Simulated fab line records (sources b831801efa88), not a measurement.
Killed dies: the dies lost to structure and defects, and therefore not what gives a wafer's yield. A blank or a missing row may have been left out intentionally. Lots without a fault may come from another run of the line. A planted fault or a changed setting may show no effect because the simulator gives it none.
What tool caused it? | flow sky130 | Sampling: 14 lots, 40 wafers, 4 of 708 route steps

## WHAT THE GAUGES SHOWED, per wafer
SKY_LI_CONTACT_OVL_MEAS_13. Usual: LI_CONTACT_OVL typically reads -4 nm, with standard deviation 5.
lot  | measured     | on         | LI_CONTACT_OVL (nm) | flag
L589 | day 30 01:33 | overlay-02 | -4 -11 -4           | 
L591 | day 31 05:16 | overlay-02 | -9 -11 -6           | 
L592 | day 31 09:14 | overlay-02 | -10 -13 -12         | 
L593 | day 31 09:46 | overlay-01 | 5 0 3               | 
L594 | day 31 16:16 | overlay-01 | 5 1 -4              | 
L596 | day 32 04:09 | overlay-02 | -1 -6 4             | 
L598 | day 33 05:49 | overlay-02 | -4 -2 -6            | 
L599 | day 33 08:01 | overlay-01 | -8 2 3              | 
L601 | day 33 23:20 | overlay-01 | -5 -7 -7            | 
L602 | day 34 08:56 | overlay-01 | -15 -10 -15         | 
L604 | day 34 20:05 | overlay-02 | -8 -3               | 
L605 | day 35 01:21 | overlay-02 | -8 -3 -2            | 
L606 | day 35 17:32 | overlay-01 | -5 -4               | 
L612 | day 36 22:40 | overlay-01 | -5 -3 -3            | 

SKY_LOCAL_INTERCONNECT_CD_MEAS_11: the cd target is 170 nm. Usual: 169.7 nm for cdNm, sd 1.4.
lot  | measured     | on       | cdNm (nm)         | flag
L589 | day 31 07:35 | cdSem-01 | 170.5 171.1 170.9 | 
L591 | day 32 10:16 | cdSem-02 | 170.4 170.7 171.1 | 
L592 | day 32 13:47 | cdSem-01 | 170.1 167.8 169.9 | 
L593 | day 32 14:47 | cdSem-02 | 171.5 172.3 172.0 | 
L594 | day 32 21:26 | cdSem-02 | 168.7 169.5 169.9 | 
L596 | day 33 09:10 | cdSem-01 | 169.9 169.9 171.2 | 
L598 | day 34 09:35 | cdSem-01 | 169.2 168.9 169.8 | 
L599 | day 34 11:41 | cdSem-02 | 168.7 169.4 170.0 | 
L601 | day 35 03:55 | cdSem-01 | 169.4 169.3 169.2 | 
L602 | day 35 13:10 | cdSem-02 | 171.2 170.6 168.4 | 
L604 | day 36 01:05 | cdSem-01 | 167.2 167.1       | 
L605 | day 36 05:57 | cdSem-01 | 170.5 170.2 170.2 | 
L606 | day 36 21:00 | cdSem-01 | 171.4 172.1       | 
L612 | day 38 02:55 | cdSem-02 | 169.8 167.7 169.1 | 

SKY_CONTACT_THK_MEAS_03. Usual: CONTACT_HDPCVD_THK typically reads 567 nm, with standard deviation 7.
lot  | measured     | on           | CONTACT_HDPCVD_THK (nm) | flag
L589 | day 31 08:37 | filmMetro-04 | 578 568 583             | 
L591 | day 32 11:17 | filmMetro-03 | 575 565 575             | 
L592 | day 32 14:49 | filmMetro-03 | 575 570 563             | 
L593 | day 32 15:48 | filmMetro-04 | 574 562 570             | 
L594 | day 32 22:28 | filmMetro-04 | 563 574 556             | 
L596 | day 33 10:13 | filmMetro-01 | 559 570 561             | 
L598 | day 34 10:37 | filmMetro-04 | 574 569 563             | 
L599 | day 34 12:42 | filmMetro-03 | 568 573 572             | 
L601 | day 35 04:57 | filmMetro-01 | 572 565 563             | 
L602 | day 35 14:11 | filmMetro-01 | 562 571 574             | 
L604 | day 36 02:10 | filmMetro-01 | 222 569                 | OFF
L605 | day 36 07:10 | filmMetro-04 | 566 561 565             | 
L606 | day 36 22:01 | filmMetro-03 | 209 574                 | OFF
L612 | day 38 03:56 | filmMetro-03 | 568 565 569             | 

## TOOL THAT RAN EACH LOT (tool first, then ch and the chambers of the sampled wafers, then the start)
lot  | SKY_CONTACT_HDPCVD_02
L589 | hdpcvd-02 ch 1,2, day 31 08:32
L591 | hdpcvd-01 ch 0,1, day 32 11:13
L592 | hdpcvd-01 ch 0,1,2, day 32 14:45
L593 | hdpcvd-02 ch 0,1, day 32 15:43
L594 | hdpcvd-01 ch 1,2, day 32 22:24
L596 | hdpcvd-02 ch 0,2, day 33 10:08
L598 | hdpcvd-02 ch 0,1, day 34 10:32
L599 | hdpcvd-01 ch 0,1, day 34 12:38
L601 | hdpcvd-02 ch 0,1, day 35 04:53
L602 | hdpcvd-01 ch 0,1,2, day 35 14:07
L604 | hdpcvd-02 ch 1, day 36 02:04
L605 | hdpcvd-01 ch 1,2, day 36 07:05
L606 | hdpcvd-02 ch 1,2, day 36 21:56
L612 | hdpcvd-01 ch 1,2, day 38 03:51
- SKY_CONTACT_HDPCVD_02: deposits SiO2, target thk 565 nm, time 94.2 s.

## WHAT THE TOOLS THEMSELVES READ (means of the sampled wafers that have a number; where no wafer has one, the mark that the record gives instead)
The record holds no such reading with a usual standard deviation.

## THE ANSWER, worked out from the rows above alone
Rule: a lot is off if the mean of its wafers that have a number lies more than 3 standard deviations from the usual mean. A lot without any number at a reading at which 4 lots or more have one is off too. Where the step has rows for the other lots, those lots are counted as sound. After the gauges, taken in route order, come the tools' own readings; for these a lot's mean is taken, as printed above. At the first step where some lot is off, the reading lying furthest off is the one used; lots without a number count as furthest.
Off: L604, L606, seen at SKY_CONTACT_THK_MEAS_03 (CONTACT_HDPCVD_THK).
If a tool, at a process step before that reading, ran all the lots that are off and no sound lot after the first of them, it fits. The gauges at SKY_CONTACT_THK_MEAS_03 are tried like those tools. One fits: hdpcvd-02 at SKY_CONTACT_HDPCVD_02. Its last sound lot is L601 (day 35 04:53), its first lot that is off L604 (day 36 02:04): a fault that began between those two fits.

## WHAT HAD BEEN PUT IN BY THE SIMULATOR
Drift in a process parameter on hdpcvd-02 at SKY_CONTACT_HDPCVD_02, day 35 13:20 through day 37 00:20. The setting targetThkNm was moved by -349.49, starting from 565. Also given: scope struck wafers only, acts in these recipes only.
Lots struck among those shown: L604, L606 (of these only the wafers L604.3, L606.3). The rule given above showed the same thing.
